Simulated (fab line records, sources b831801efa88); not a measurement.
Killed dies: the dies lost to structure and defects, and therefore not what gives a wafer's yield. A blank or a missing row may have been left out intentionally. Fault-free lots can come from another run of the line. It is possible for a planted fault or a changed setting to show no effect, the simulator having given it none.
Problem report in the 8D (eight disciplines) form, filled by code -- flow gf180mcu -- the parts of the form that need people (team, actions taken, sign-off) are left out

1. THE PROBLEM
Mean of cdNm at GF_V4_CD_MEAS_14: 271.3 nm across 3 wafers in 2 lots; on wafers with no fault it is 259.7 nm (standard deviation 1.2). Measured from the usual mean, that is +9.7 standard deviations.
The step: target cd 260 nm.
Seen first at day 30 00:58 on cdSem-02, wafer L253.6. The record holds 39 wafers of 13 lots with a number at this step. The rule behind "out" and "out of limits": a value lying over 4 standard deviations away from the usual mean. The other wafers with a number count as sound.

2. WHAT THIS IS AND IS NOT
question,is,is not
which readings at this step,cdNm,-
which lots,"L253, L254","L236, L237, L241, L242, L243, L244, L246, L247, L248, L258, L259"
which wafers of those lots,"L253.6, L254.3, L254.6","L253.2, L253.4, L254.1"
read on which gauges,cdSem-02,cdSem-01
when,from day 30 00:58,"up to then (29 sound wafers); but 7 sound wafers of L254, L258, L259 came after"

3. THE SUSPECTS, EACH WITH WHAT RULES IT OUT
Counting: any tool at a process step up to the reading remains a suspect provided it ran every lot that is out. Sound lots after the first of them don't rule it out here, since some wafers of a struck lot are sound.
- the gauge at GF_V4_CD_MEAS_14: kept. All the wafers that are out were read on cdSem-02, and no step on other tools shows them out.
- krfScanner-01 at GF_V4_EXPOSE_11 (exposes mask Via4, target cd 260 nm): kept. Ran every lot that is out, first one L253 (day 29 15:39); last sound lot up to then L247 (day 27 22:00).
Remaining after the count are krfScanner-01 at GF_V4_EXPOSE_11 and cdSem-02 at GF_V4_CD_MEAS_14.

4. THE CAUSE (what the simulator had put in)
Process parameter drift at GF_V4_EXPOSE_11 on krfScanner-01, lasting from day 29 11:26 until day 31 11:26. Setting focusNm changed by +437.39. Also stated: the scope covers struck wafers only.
Counting left 2 suspects, and this tool is among them.

5. THE EFFECT CHAIN, in route order
Each row: a reading where the mean over the struck wafers with a number is more than 3 standard deviations away from the usual. Only readings whose record carries a usual standard deviation are examined. hours: median over the lots of the time between each lot's start at the first step of this table that gives one and its start at this step. sigmas: the change, counted in usual standard deviations.
hours,step,reading,usual,on struck wafers,change,sigmas
0,GF_V4_CD_MEAS_14,cdNm,259.7 nm,271.3,+11.6,+9.7
Later measuring or inspecting steps at which every struck wafer that the step has a row for has a number for every such reading, and none has moved that far: GF_V4_RS_MEAS_24, GF_V4_THK_MEAS_25.

6. HOW IT WOULD HAVE BEEN CAUGHT EARLIER
The first out-of-limits reading at a measuring or inspecting step in this record came at day 30 00:58, 14 hours after the fault's start at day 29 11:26.
By day 30 00:58, every lot that is out (2) had started GF_V4_EXPOSE_11 on krfScanner-01. A hold on the tool at that time would have spared none of them.
